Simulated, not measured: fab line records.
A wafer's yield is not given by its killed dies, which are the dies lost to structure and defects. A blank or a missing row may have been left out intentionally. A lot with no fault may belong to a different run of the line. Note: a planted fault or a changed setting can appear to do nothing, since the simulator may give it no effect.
Split-lot experiment -- flow sfq-line -- on a route of 325 steps: 5 lots, 23 wafers read

== THE SPLIT ==
At SFQ_TRILAYER_M4_LITHO_COAT_098 (resist thk 62 nm), the setting spin-rpm was moved away from the recipe's 3000 rpm on 10 of the 23 wafers read, by -6.6% to +2.1%. The other wafers ran this setting at the recipe's value.

The reading comes from the split's own step.

== THE READING ==
BARC_of_TRILAYER_M4_LITHO_COAT_098.thk-nm (the simulator's own value, which no gauge read), in nm, at SFQ_TRILAYER_M4_LITHO_COAT_098 (resist thk 62 nm). No usual value for it is given in the file. Average 62.00 nm, standard deviation 0.16 nm, over the 13 wafers here run with the recipe.

wafer,"tool, chamber at the split","spin-rpm as run, rpm",against the recipe,"BARC_of_TRILAYER_M4_LITHO_COAT_098.thk-nm, nm",against lot-mates on the recipe
L079.2,"litho-track-04, 0",2803,-6.6%,64.14,+1.91
L079.3,"litho-track-04, 0",2803,-6.6%,64.33,+2.09
L079.4,"litho-track-04, 0",3000,recipe,62.31,-
L079.5,"litho-track-04, 0",2803,-6.6%,64.46,+2.22
L079.6,"litho-track-04, 0",3000,recipe,62.16,-
L081.3,"litho-track-04, 0",3000,recipe,62.02,-
L081.5,"litho-track-04, 0",3000,recipe,62.11,-
L081.6,"litho-track-04, 0",3000,recipe,61.97,-
L083.1,"litho-track-04, 0",3000,recipe,61.85,-
L083.2,"litho-track-04, 0",3000,recipe,61.84,-
L083.4,"litho-track-04, 0",3000,recipe,61.8,-
L083.5,"litho-track-04, 0",2846,-5.1%,63.5,+1.67
L083.6,"litho-track-04, 0",2846,-5.1%,63.35,+1.52
L084.1,"litho-track-02, 0",2822,-5.9%,64.17,+2.07
L084.2,"litho-track-02, 0",2822,-5.9%,64.06,+1.96
L084.3,"litho-track-02, 0",3000,recipe,61.93,-
L084.4,"litho-track-02, 0",3000,recipe,62.17,-
L084.6,"litho-track-02, 0",3000,recipe,62.2,-
L085.1,"litho-track-02, 0",3000,recipe,61.89,-
L085.2,"litho-track-02, 0",3064,+2.1%,61.23,-0.62
L085.3,"litho-track-02, 0",3000,recipe,61.81,-
L085.4,"litho-track-02, 0",3064,+2.1%,61.21,-0.64
L085.5,"litho-track-02, 0",3064,+2.1%,61.4,-0.45

FIT RESULTS
A straight line over all 23 wafers: BARC_of_TRILAYER_M4_LITHO_COAT_098.thk-nm changes by -0.338 nm for each +1% of spin-rpm; r = -0.99; the points scatter about the line by 0.18 nm.
The same after taking each lot's own level away (the mean of its wafers on the recipe; 23 wafers): -0.315 nm for each +1%; r = -0.99; scatter 0.1 nm.
The reading moves by 2.1 nm for the largest change in spin-rpm, on that fit.
The span of the lots' own levels, 61.830 to 62.235 nm, comes to 2.5 times the standard deviation stated above.
So the lot-to-lot level changes the slope little: the two slopes agree.
Check: +2.13 nm against its lot-mates is what the line predicts for one of the wafers moved furthest among these (-6.6%) when that wafer is left out of the fit. It came out at +1.91 nm against them.

== FURTHER SPLITS ON THESE WAFERS ==
Note: prior to the reading, these wafers also went through further splits. Each is held against what the fit with the lots' levels taken away leaves over:
other split on the same wafers,wafers away from the commonest value,r with BARC_of_TRILAYER_M4_LITHO_COAT_098.thk-nm (lot level and that fit taken away)
SFQ_TRILAYER_I1_VIA_LITHO_COAT_049 resist-thk-nm,11,+0.05
SFQ_TRILAYER_M2_LITHO_COAT_062 spin-rpm,5,+0.21
SFQ_TRILAYER_M2_BARC_OPEN_METAL_ETCH_077 time-s,9,+0.13
SFQ_TRILAYER_I2_VIA_LITHO_COAT_067 resist-thk-nm,5,+0.06
SFQ_TRILAYER_I2_VIA_ETCH_VIA_ETCH_070 source-w,5,-0.37
SFQ_TRILAYER_I3_CMP_CMP_082 leave-above-ref-nm,11,-0.11
SFQ_TRILAYER_I3_VIA_LITHO_EXPOSE_086 dose-mj,7,-0.14
SFQ_TRILAYER_I3_VIA_BARC_OPEN_VIA_ETCH_121 pressure-mtorr,18,-0.11

== THE FILE'S OWN FIT ==
BARC_of_TRILAYER_M4_LITHO_COAT_098.thk-nm changes by -0.32 nm for each +1% of spin-rpm, r = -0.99.
